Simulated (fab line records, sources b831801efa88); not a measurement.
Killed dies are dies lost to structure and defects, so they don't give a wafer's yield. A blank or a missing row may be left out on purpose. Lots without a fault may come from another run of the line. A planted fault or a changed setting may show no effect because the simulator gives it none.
Which tool did it? | flow sky130 | 11 lots, 33 wafers sampled, at 1 step of a route of 708

WHAT THE GAUGES READ, wafer by wafer
SKY_CONTACT_RS_MEAS_25: measures by four-point-probe.
lot  | measured     | on            | CONTACT_W_RS (ohm/sq)
L636 | day 31 15:32 | film_metro-03 | 0.340 0.342 0.341
L639 | day 32 18:59 | film_metro-01 | 0.337 0.333 0.337
L644 | day 34 00:53 | film_metro-01 | 0.338 0.336 0.336
L645 | day 34 08:52 | film_metro-02 | 0.341 0.343 0.341
L646 | day 34 18:38 | film_metro-01 | 0.335 0.337 0.335
L647 | day 35 02:22 | film_metro-02 | 0.343 0.343 0.346
L648 | day 35 06:29 | film_metro-03 | 0.344 0.346 0.342
L649 | day 35 19:15 | film_metro-01 | 0.338 0.343 0.343
L652 | day 36 21:31 | film_metro-03 | 0.337 0.335 0.334
L654 | day 37 06:09 | film_metro-03 | 0.341 0.346 0.339
L659 | day 38 19:44 | film_metro-03 | 0.344 0.340 0.343

WHICH TOOL RAN EACH LOT (tool, then ch and the chambers of the sampled wafers, then the start)
The record holds no process step before these readings.

THE ANSWER, worked out from the rows above alone
Rule: what is usual is taken from the lots themselves. Put in order of their means at a reading, lots are off if they are a third of the lots or fewer, leave a main group of 4 or more, and stand apart from it by a gap of 3 or more times the standard deviation of the main group's means; of several such gaps the widest counts. A main group whose means are all the same, to the digits that the tables above print for the reading, isn't used. A lot without any number at a reading at which 4 lots or more have one is off too. The other lots that the step has rows for count as sound.
No lot is off at any reading shown: from this, nothing can be told.

WHAT THE SIMULATOR HAD PUT IN
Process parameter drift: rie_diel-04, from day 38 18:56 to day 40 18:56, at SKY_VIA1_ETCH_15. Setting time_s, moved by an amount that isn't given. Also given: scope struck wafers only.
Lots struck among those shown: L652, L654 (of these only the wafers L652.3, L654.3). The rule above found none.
